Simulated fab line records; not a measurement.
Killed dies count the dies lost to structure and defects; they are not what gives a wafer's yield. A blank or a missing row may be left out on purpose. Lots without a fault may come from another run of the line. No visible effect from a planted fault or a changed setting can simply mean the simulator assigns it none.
A struck lot beside a sound one / flow sky130 / 44 out of 708 route steps
Sound: wafers L403.3, L403.4, L403.6. The struck wafers were L417.1, L417.2, L417.4. The cause is given at the end.
Per side, at each step with rows, come the tool, then ch with its chambers, and then its first start. Under that, the readings that differ: sound wafers / struck wafers / difference of the means / sigmas: that difference in standard deviations of wafers without a fault.
alike: readings with means less than 2 such deviations apart, plus words and numbers identical on both sides. not compared: withheld readings, readings lacking a value on some wafer, bounds such as >300 that could conceal the same value, and numbers that have no deviation in the record and whose values overlap.
The two part at a step that has a row with sigmas, a row that says differs or no value, or rows on one side only. Numbers that have no deviation but don't overlap get no sigmas and don't part them. A reading that every wafer of one side lacks parts them only if that side has two wafers or more.

first, 2 steps without rows for these wafers: SKY_DNWELL_DEVELOP_06 (develop time 60 s); SKY_DNWELL_IMPLANT_07.
SKY_DNWELL_STRIP_08: strips in O2/N2.
  sound on plasmaAsher-01 ch 0,1, day 4 07:35; struck on plasmaAsher-01 ch 0,1, day 7 12:38
  alike: drypumpMotorCurrentA, o2FlowSccm, oesProductAu, stripTimeToEndpointS
  not compared: rfHoursCounterH
SKY_DNWELL_TW_MEAS_09:
  sound: filmMetro-02 at day 4 07:41; struck: filmMetro-04 at day 7 12:44
  alike: DNWELL_TW
then, 7 steps without rows for these wafers: SKY_PWDE_DEHYDRATE_00 (time 60 s); SKY_PWDE_HMDS_01 (prime time 60 s); SKY_PWDE_COAT_02 (resist thk 3000 nm); SKY_PWDE_SOFTBAKE_03; SKY_PWDE_EXPOSE_04 (exposes mask PWDEM, target cd 840 nm); SKY_PWDE_PEB_05; SKY_PWDE_DEVELOP_06 (develop time 60 s).
SKY_PWDE_OVL_MEAS_07:
  sound: overlay-01 at day 5 00:50; struck: overlay-02 at day 8 08:17
reading=PWDE_OVL (nm); sound=-0.6 -1.5 0.3; struck=2.5 6.0 2.8; difference=+4.4; sigmas=+3
SKY_PWDE_IMPLANT_08:
  sound on implanter-01 ch 0, day 5 00:55; struck on implanter-01 ch 0, day 8 08:19
reading=doseIonsCm2; sound=3.601e+12 3.6e+12 3.598e+12; struck=3.499e+12 3.499e+12 3.506e+12; difference=-9.833e+10; sigmas=-25
  alike: endStationPressureTorr
SKY_PWDE_STRIP_09: strips in O2/N2.
  sound on plasmaAsher-03 ch 0,1, day 5 01:03; struck on plasmaAsher-04 ch 0,1, day 8 08:28
  alike: drypumpMotorCurrentA, o2FlowSccm, oesProductAu, stripTimeToEndpointS
  not compared: rfHoursCounterH
SKY_PWDE_TW_MEAS_10:
  sound: filmMetro-04 at day 5 01:08; struck: filmMetro-04 at day 8 08:34
reading=PWDE_TW; sound=377 376 376; struck=370 370 369; difference=-7; sigmas=-2
then, 7 steps without rows for these wafers: SKY_NWELL_DEHYDRATE_03 (time 60 s); SKY_NWELL_HMDS_04 (prime time 60 s); SKY_NWELL_COAT_05 (resist thk 3000 nm); SKY_NWELL_SOFTBAKE_06; SKY_NWELL_EXPOSE_07 (exposes mask NWM, target cd 840 nm); SKY_NWELL_PEB_08; SKY_NWELL_DEVELOP_09 (develop time 60 s).
SKY_NWELL_OVL_MEAS_10:
  sound: overlay-02 at day 5 18:00; struck: overlay-01 at day 9 04:32
  alike: NWELL_00_OVL
then, 3 steps without rows for these wafers: SKY_NWELL_IMPLANT_11; SKY_NWELL_IMPLANT_12; SKY_NWELL_IMPLANT_13.
SKY_NWELL_STRIP_14: strips in O2/N2.
  sound on plasmaAsher-01 ch 0,1, day 5 18:31; struck on plasmaAsher-02 ch 0,1, day 9 05:01
reading=oesProductAu (a.u.); sound=0.728 0.729 0.735; struck=0.716 0.720 0.717; difference=-0.013; sigmas=-3
  alike: drypumpMotorCurrentA, o2FlowSccm, stripTimeToEndpointS
  not compared: rfHoursCounterH
SKY_NWELL_TW_MEAS_15:
  sound: filmMetro-02 at day 5 18:35; struck: filmMetro-04 at day 9 05:07
  alike: NWELL_TW
then, 7 steps without rows for these wafers: SKY_NWELL_DEHYDRATE_16 (time 60 s); SKY_NWELL_HMDS_17 (prime time 60 s); SKY_NWELL_COAT_18 (resist thk 3000 nm); SKY_NWELL_SOFTBAKE_19; SKY_NWELL_EXPOSE_20 (exposes mask NWM COMPLEMENT, target cd 840 nm); SKY_NWELL_PEB_21; SKY_NWELL_DEVELOP_22 (develop time 60 s).
SKY_NWELL_OVL_MEAS_23:
  sound: overlay-02 at day 6 12:56; struck: overlay-01 at day 10 02:29
reading=NWELL_01_OVL (nm); sound=3.8 4.0 4.5; struck=0.6 -0.2 0.4; difference=-3.8; sigmas=-3
next, for these wafers, 1 step has no rows: SKY_NWELL_IMPLANT_24.
SKY_NWELL_STRIP_25: strips in O2/N2.
  sound on plasmaAsher-01 ch 0,1, day 6 13:09; struck on plasmaAsher-02 ch 0,1, day 10 02:40
  alike: drypumpMotorCurrentA, o2FlowSccm, oesProductAu, stripTimeToEndpointS
  not compared: rfHoursCounterH
SKY_NWELL_TW_MEAS_26:
  sound: filmMetro-03 at day 6 13:14; struck: filmMetro-04 at day 10 02:46
reading=NWELL_2_TW; sound=489 486 485; struck=494 491 495; difference=+7; sigmas=+2
then, 1 step without rows for these wafers: SKY_NWELL_CLEAN_27 (cleans in SC1/SC2, time 153.6 s).
SKY_NWELL_RTA_28: time 30 s.
  sound on rtpAnneal-01 ch 0, day 6 13:22; struck on rtpAnneal-02 ch 0, day 10 02:53
  alike: lampPowerPct, wafer_temp_C_max
SKY_NWELL_RS_MEAS_29: a four-point-probe measurement.
  sound: filmMetro-04 at day 6 13:28; struck: filmMetro-03 at day 10 02:59
  alike: NWELL_RS
SKY_NWELL_RS_MEAS_31: a four-point-probe measurement.
  sound: filmMetro-04 at day 6 13:43; struck: filmMetro-03 at day 10 03:13
reading=PWDE_RS (ohm/sq); sound=5298 5274 5284; struck=5390 5380 5410; difference=+108; sigmas=+6
-- the record jumps here: 41 days lie between the struck wafers' starts before and after (it left off in module NWELL and takes up again in module PAD_OPEN, whose first step shown is number 708 of the route) --
SKY_PAD_OPEN_PROBE_99:
  sound: prober-02 at day 47 16:26; struck: prober-02 at day 50 15:28
reading=model.etest.resPwdeUnderGate.rsOhmSq; sound=6277 6238 6263; struck=6391 6391 6433; difference=+146; sigmas=
  alike: killed_at_M0_to_M3, killed_at_M4_up, killedAtContacts, killedAtFrontEnd, killedAtOther, killedDies, killedOpen, killedShort

== WHERE THEY PART ==
Earliest at SKY_PWDE_OVL_MEAS_07; latest, in this record, at SKY_NWELL_RS_MEAS_31. Later steps at which nothing parts them and some readings are alike: SKY_PAD_OPEN_PROBE_99.

WHY: whatever the simulator had introduced
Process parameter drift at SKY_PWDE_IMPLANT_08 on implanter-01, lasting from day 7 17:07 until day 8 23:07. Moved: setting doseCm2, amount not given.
